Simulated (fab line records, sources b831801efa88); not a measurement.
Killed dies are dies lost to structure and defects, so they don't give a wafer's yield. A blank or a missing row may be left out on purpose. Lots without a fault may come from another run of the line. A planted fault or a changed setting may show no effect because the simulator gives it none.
Which tool did it? | flow gf180mcu | 7 lots, 21 wafers sampled, at 2 steps of a route of 602

WHAT THE GAUGES READ, wafer by wafer
GF_VT_IMPLANT_TW_MEAS_32.
lot  | measured     | on            | VT_IMPLANT_3_TW
L807 | day 7 16:16  | film_metro-03 | 266 265 265
L809 | day 7 19:55  | film_metro-03 | 265 266 266
L812 | day 8 19:32  | film_metro-02 | 273 273 271
L814 | day 8 20:55  | film_metro-02 | 274 273 272
L821 | day 10 22:45 | film_metro-04 | 262 263 262
L825 | day 12 01:25 | film_metro-02 | 273 273 273
L829 | day 12 23:57 | film_metro-03 | 266 265 268

WHICH TOOL RAN EACH LOT (tool, then ch and the chambers of the sampled wafers, then the start)
lot  | GF_STI_WET_ETCH_20
L807 | wet_bench-01 ch 1, day 2 13:16
L809 | wet_bench-01 ch 0, day 2 20:01
L812 | wet_bench-01 ch 3, day 3 14:13
L814 | wet_bench-03 ch 3, day 3 19:23
L821 | wet_bench-03 ch 1, day 5 06:44
L825 | wet_bench-01 ch 2, day 6 06:07
L829 | wet_bench-04 ch 2, day 7 00:58
- GF_STI_WET_ETCH_20: etches SiO2 in dHF, target depth 20 nm, time 400 s.

THE ANSWER, worked out from the rows above alone
Rule: what is usual is taken from the lots themselves. Put in order of their means at a reading, lots are off if they are a third of the lots or fewer, leave a main group of 4 or more, and stand apart from it by a gap of 3 or more times the standard deviation of the main group's means; of several such gaps the widest counts. A main group whose means are all the same, to the digits that the tables above print for the reading, isn't used. A lot without any number at a reading at which 4 lots or more have one is off too. The other lots that the step has rows for count as sound.
No lot is off at any reading shown: from this, nothing can be told.

WHAT THE SIMULATOR HAD PUT IN
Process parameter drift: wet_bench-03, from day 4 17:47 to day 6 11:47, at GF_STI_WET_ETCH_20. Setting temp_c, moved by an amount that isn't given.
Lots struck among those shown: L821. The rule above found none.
